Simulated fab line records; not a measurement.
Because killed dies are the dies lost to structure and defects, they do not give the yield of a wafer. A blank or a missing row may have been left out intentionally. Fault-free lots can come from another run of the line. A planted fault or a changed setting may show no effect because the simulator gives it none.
Comparing a struck lot with a sound one -- flow gf180mcu -- 43 out of 602 route steps
Sound: the wafers L644.2, L644.3, L644.6. Struck: wafer L635.1 (L635.4, L635.5, from the same lot, were not struck and are left out); the cause is given at the end.
At each step with rows: each side's tool, then ch and its chambers, then its first start. Under that, the readings that differ: sound wafers -- struck wafers -- difference of the means -- sigmas: that difference in standard deviations of wafers without a fault.
alike: readings whose means differ by less than 2 such deviations, and words and numbers that are the same on both sides. not compared: withheld readings, readings that some wafer has no value for, bounds like >300 that may hide the same value, and numbers for which the record gives no deviation and whose values overlap.
The two part at a step that has a row with sigmas, a row that says differs or no value, or rows on one side only. Numbers that have no deviation but don't overlap get no sigmas and don't part them. A reading missing from all wafers of one side parts the sides only when that side holds two or more wafers.

first, 8 steps without rows for these wafers: GF_CONTACT_DEHYDRATE_06 (time 60 s); GF_CONTACT_HMDS_07 (prime time 60 s); GF_CONTACT_COAT_08; GF_CONTACT_COAT_09 (resist thk 1000 nm); GF_CONTACT_SOFTBAKE_10 (time 60 s); GF_CONTACT_EXPOSE_11 (exposes mask Contact, target cd 220 nm); GF_CONTACT_PEB_12 (peb time 86.53 s); GF_CONTACT_DEVELOP_13 (develop time 60 s).
GF_CONTACT_CD_MEAS_14 targets a cd of 220 nm.
  sound on cd sem-01, day 20 19:04; struck on cd sem-01, day 17 16:28
  alike: cd nm
GF_CONTACT_OVL_MEAS_15:
  sound on overlay-02, day 20 19:10; struck on overlay-01, day 17 16:35
  alike: CONTACT_OVL
GF_CONTACT_ETCH_16: etches BARC in N2/H2.
  sound on rie diel-01 ch 0,2,3, day 20 19:12; struck on rie diel-03 ch 0, day 17 16:38
  alike: drypump motor current A, oes product au, throttle valve pct
then, 1 step without rows for these wafers: GF_CONTACT_ETCH_17 (etches SiO2 in C4F8/O2/Ar, stops on CoSi2, target depth 860 nm).
GF_CONTACT_STRIP_18: strips in O2/N2.
  sound on plasma asher-01 ch 0,1, day 20 19:22; struck on plasma asher-04 ch 0, day 17 16:47
  alike: drypump motor current A, heater power w, o2 flow sccm, oes product au
  not compared: rf hours counter h
then, 6 steps without rows for these wafers: GF_CONTACT_CLEAN_19 (cleans in SPM); GF_CONTACT_CLEAN_20 (cleans in DIW); GF_CONTACT_CLEAN_21 (cleans in dHF, time 20 s); GF_CONTACT_SPUTTER_22 (material Ti, target thk 15 nm, time 80.02 s); GF_CONTACT_SPUTTER_23 (material TiN, target thk 10 nm, time 40 s); GF_CONTACT_CVD_24 (deposits W, target thk 300 nm, time 90.339 s).
GF_CONTACT_RS_MEAS_25: measurement is done with a four-point probe.
  sound on film metro-04, day 20 19:54; struck on film metro-04, day 17 17:19
  alike: CONTACT_W_RS
GF_CONTACT_THK_MEAS_26: measures by xrf.
  sound on film metro-04, day 20 20:01; struck on film metro-04, day 17 17:26
  alike: CONTACT_W_THK
GF_CONTACT_CMP_27: polishes, stops on SiO2, t overpolish 15 s, target thk 0 nm.
  sound on cmp-01 ch 0,1,2, day 20 20:07; struck on cmp-02 ch 3, day 17 17:29
  alike: motor current A, overpolish run s, slurry filter dp kPa, time to endpoint s
then, 2 steps without rows for these wafers: GF_M1_SPUTTER_00 (material Ti, target thk 37.5 nm, time 150 s); GF_M1_SPUTTER_01 (material TiN, target thk 30 nm, time 25 s).
GF_M1_SPUTTER_02: material AlCu, target thk 450 nm, time 23.9 s.
  sound on pvd sputter-04, day 20 20:29; struck on pvd sputter-02, day 17 17:55
  alike: throttle valve pct
then, 1 step without rows for these wafers: GF_M1_SPUTTER_03 (material Ti, target thk 10 nm, time 6.7 s).
GF_M1_SPUTTER_04: material TiN, target thk 50 nm, time 41.7 s.
  sound on pvd sputter-04, day 20 20:32; struck on pvd sputter-02, day 17 17:58
  alike: throttle valve pct
GF_M1_RS_MEAS_05: measurement is done with a four-point probe.
  sound on film metro-01, day 20 20:36; struck on film metro-03, day 17 18:01
  alike: M1_ALCU_RS
GF_M1_THK_MEAS_06: measures by xrf.
  sound on film metro-01, day 20 20:43; struck on film metro-03, day 17 18:08
  alike: M1_ALCU_THK
then, 7 steps without rows for these wafers: GF_M1_DEHYDRATE_07 (time 60 s); GF_M1_HMDS_08 (prime time 60 s); GF_M1_COAT_09 (resist thk 1000 nm); GF_M1_SOFTBAKE_10 (time 60 s); GF_M1_EXPOSE_11 (exposes mask Metal1, target cd 230 nm); GF_M1_PEB_12 (peb time 90 s); GF_M1_DEVELOP_13 (develop time 60 s).
GF_M1_CD_MEAS_14 targets a cd of 230 nm.
  sound on cd sem-02, day 21 19:57; struck on cd sem-02, day 18 17:53
  alike: cd nm
GF_M1_OVL_MEAS_15:
  sound on overlay-02, day 21 20:03; struck on overlay-01, day 18 18:00
  alike: M1_OVL
GF_M1_METAL_ETCH_16: etches the open film in Cl2/BCl3, stops on SiO2, target depth 627.5 nm, time 104.6 s.
  sound on rie metal-03 ch 1, day 21 20:05; struck on rie metal-03 ch 1, day 18 18:02
  alike: drypump motor current A, oes product au, throttle valve pct
  not compared: rf hours counter h
then, 3 steps without rows for these wafers: GF_M1_STRIP_17 (strips in O2/N2); GF_M1_STRIP_18 (strips in post etch residue remover, time 1200 s); GF_M1_CLEAN_19 (cleans in DIW).
-- the record jumps here: 12 days lie between the struck wafers' starts before and after (it left off in module M1 and takes up again in module PASSIVATION, whose first step shown is number 602 of the route) --
GF_PASSIVATION_PROBE_99:
  the record has rows for the struck wafers here (prober-02, day 30 11:45) and none for the sound ones

WHERE THEY PART
Only at GF_PASSIVATION_PROBE_99, within this record.

WHY: the cause the simulator had injected
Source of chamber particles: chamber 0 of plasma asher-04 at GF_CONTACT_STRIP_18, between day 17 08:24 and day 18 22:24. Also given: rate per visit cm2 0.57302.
